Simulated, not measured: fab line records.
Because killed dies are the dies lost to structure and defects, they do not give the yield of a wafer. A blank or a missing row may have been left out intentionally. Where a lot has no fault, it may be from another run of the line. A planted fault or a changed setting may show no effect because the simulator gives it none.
The tool behind it: which one?	flow sky130	12 lots, 36 wafers sampled, at 6 steps of a route of 708

== WHAT THE GAUGES SHOWED, per wafer ==
SKY_LI_CONTACT_CD_MEAS_12: target cd 170 nm.
lot	measured	on	cd_nm (nm)
L966	day 29 10:41	cd_sem-02	169.2 169.5 169.8
L967	day 29 19:29	cd_sem-02	169.0 168.3 167.3
L968	day 30 03:08	cd_sem-02	170.8 170.5 169.6
L969	day 30 05:07	cd_sem-01	171.7 170.0 170.8
L972	day 31 08:14	cd_sem-02	170.0 170.2 169.2
L973	day 31 20:10	cd_sem-02	168.2 171.1 169.1
L976	day 32 15:05	cd_sem-02	171.7 170.9 171.2
L977	day 32 18:19	cd_sem-02	171.2 172.4 171.7
L982	day 34 13:41	cd_sem-02	170.2 168.5 170.5
L987	day 35 20:23	cd_sem-01	169.9 170.5 171.0
L988	day 36 05:13	cd_sem-02	168.1 169.5 168.3
L989	day 36 12:16	cd_sem-02	167.7 168.4 169.5

SKY_LI_CONTACT_RS_MEAS_22: measures by four-point-probe.
lot	measured	on	LI_CONTACT_W_RS (ohm/sq)
L966	day 29 11:32	film_metro-04	0.288 0.285 0.289
L967	day 29 20:20	film_metro-04	0.285 0.281 0.279
L968	day 30 04:01	film_metro-04	0.277 0.281 0.277
L969	day 30 05:59	film_metro-04	0.289 0.288 0.286
L972	day 31 09:05	film_metro-01	0.281 0.289 0.281
L973	day 31 21:01	film_metro-04	0.293 0.286 0.294
L976	day 32 15:56	film_metro-03	0.279 0.285 0.281
L977	day 32 19:10	film_metro-01	0.266 0.275 0.275
L982	day 34 14:31	film_metro-03	0.291 0.293 0.289
L987	day 35 21:14	film_metro-04	0.281 0.279 0.284
L988	day 36 06:03	film_metro-04	0.285 0.286 0.289
L989	day 36 13:07	film_metro-01	0.277 0.275 0.279

SKY_LI_CONTACT_THK_MEAS_23: measures by xrf.
lot	measured	on	LI_CONTACT_W_THK (nm)
L966	day 29 11:39	film_metro-04	385 388 384
L967	day 29 20:28	film_metro-04	391 395 398
L968	day 30 04:07	film_metro-04	410 402 411
L969	day 30 06:06	film_metro-04	394 393 396
L972	day 31 09:11	film_metro-01	396 383 392
L973	day 31 21:07	film_metro-04	384 393 385
L976	day 32 16:03	film_metro-03	394 387 392
L977	day 32 19:17	film_metro-01	418 406 405
L982	day 34 14:37	film_metro-03	381 377 382
L987	day 35 21:22	film_metro-04	398 401 395
L988	day 36 06:09	film_metro-04	396 395 391
L989	day 36 13:14	film_metro-01	391 396 391

SKY_CONTACT_BOW_MEAS_05.
lot	measured	on	CONTACT_BOW (um)
L966	day 30 18:05	film_metro-02	87 75 73
L967	day 31 01:58	film_metro-04	91 81 75
L968	day 31 09:57	film_metro-02	70 86 79
L969	day 31 11:37	film_metro-02	86 90 79
L972	day 32 14:15	film_metro-02	88 84 78
L973	day 33 02:11	film_metro-04	82 72 69
L976	day 33 20:06	film_metro-04	83 88 85
L977	day 34 00:02	film_metro-04	88 95 87
L982	day 35 19:25	film_metro-02	88 76 81
L987	day 37 01:10	film_metro-02	86 83 81
L988	day 37 09:58	film_metro-02	84 82 88
L989	day 37 16:19	film_metro-02	81 94 86

== WHAT TOOL EACH LOT RAN ON (gives the tool, then ch and the chambers of the sampled wafers, and finally the start) ==
lot	SKY_SD_N_STRIP_11	SKY_LI_CONTACT_CVD_21
L966	plasma_asher-04 ch 0, day 28 04:50	cvd_w-02 ch 0,1, day 29 11:24
L967	plasma_asher-04 ch 0,1, day 28 14:35	cvd_w-01 ch 0,1, day 29 20:13
L968	plasma_asher-04 ch 0,1, day 28 22:07	cvd_w-01 ch 0,1, day 30 03:54
L969	plasma_asher-04 ch 0,1, day 29 00:14	cvd_w-02 ch 0,1, day 30 05:51
L972	plasma_asher-03 ch 0,1, day 30 02:56	cvd_w-02 ch 0,1, day 31 08:58
L973	plasma_asher-03 ch 0,1, day 30 15:02	cvd_w-02 ch 0,1, day 31 20:52
L976	plasma_asher-02 ch 0,1, day 31 10:29	cvd_w-01 ch 0,1, day 32 15:48
L977	plasma_asher-04 ch 0,1, day 31 14:08	cvd_w-01 ch 0,1, day 32 19:02
L982	plasma_asher-03 ch 0,1, day 33 10:16	cvd_w-02 ch 0,1, day 34 14:24
L987	plasma_asher-03 ch 0,1, day 34 16:23	cvd_w-01 ch 0,1, day 35 21:07
L988	plasma_asher-04 ch 0,1, day 35 01:47	cvd_w-02 ch 0,1, day 36 05:56
L989	plasma_asher-03 ch 0,1, day 35 09:02	cvd_w-01 ch 0, day 36 12:59
- SKY_SD_N_STRIP_11: strips in O2/N2.
- SKY_LI_CONTACT_CVD_21: deposits W, target thk 400 nm, time 120.56 s.

== WHAT THE TOOLS THEMSELVES READ (means of the sampled wafers that have a number; where no wafer has one, the mark that the record gives instead) ==
SKY_SD_N_STRIP_11.
lot	tool	drypump_motor_current_A (A)	oes_product_au (a.u.)	strip_time_to_endpoint_s (s)
L966	plasma_asher-04	5.69	0.526	22.49
L967	plasma_asher-04	5.81	0.526	22.59
L968	plasma_asher-04	5.74	0.531	22.58
L969	plasma_asher-04	5.80	0.530	22.60
L972	plasma_asher-03	6.05	0.524	22.51
L973	plasma_asher-03	6.11	0.526	22.49
L976	plasma_asher-02	5.62	0.526	22.60
L977	plasma_asher-04	5.80	0.528	22.50
L982	plasma_asher-03	6.04	0.529	22.53
L987	plasma_asher-03	6.11	0.527	22.56
L988	plasma_asher-04	5.74	0.526	22.54
L989	plasma_asher-03	6.12	0.528	22.55

SKY_LI_CONTACT_CVD_21.
lot	tool	heater_power_outer_w (W)	heater_power_w (W)
L966	cvd_w-02	527	876
L967	cvd_w-01	490	838
L968	cvd_w-01	489	832
L969	cvd_w-02	523	886
L972	cvd_w-02	489	817
L973	cvd_w-02	519	886
L976	cvd_w-01	494	835
L977	cvd_w-01	493	843
L982	cvd_w-02	525	897
L987	cvd_w-01	504	859
L988	cvd_w-02	528	901
L989	cvd_w-01	485	815

== THE ANSWER, worked out from the rows above alone ==
Rule: what is usual is taken from the lots themselves. Put in order of their means at a reading, lots are off if they are a third of the lots or fewer, leave a main group of 4 or more, and stand apart from it by a gap of 3 or more times the standard deviation of the main group's means; of several such gaps the widest counts. Not used: any main group whose means are identical at the precision the tables above print for the reading. Also off: a lot with no number at a reading for which 4 or more lots have one. Where the step has rows for the other lots, those lots are counted as sound. First the gauges in route order, then the tools' own readings, where a lot's mean is used as printed above. At the first step where some lot is off, the reading lying furthest off is the one used; lots without a number count as furthest.
Nothing can be told from this: no lot is off at any reading shown.

== WHAT THE SIMULATOR HAD PUT IN ==
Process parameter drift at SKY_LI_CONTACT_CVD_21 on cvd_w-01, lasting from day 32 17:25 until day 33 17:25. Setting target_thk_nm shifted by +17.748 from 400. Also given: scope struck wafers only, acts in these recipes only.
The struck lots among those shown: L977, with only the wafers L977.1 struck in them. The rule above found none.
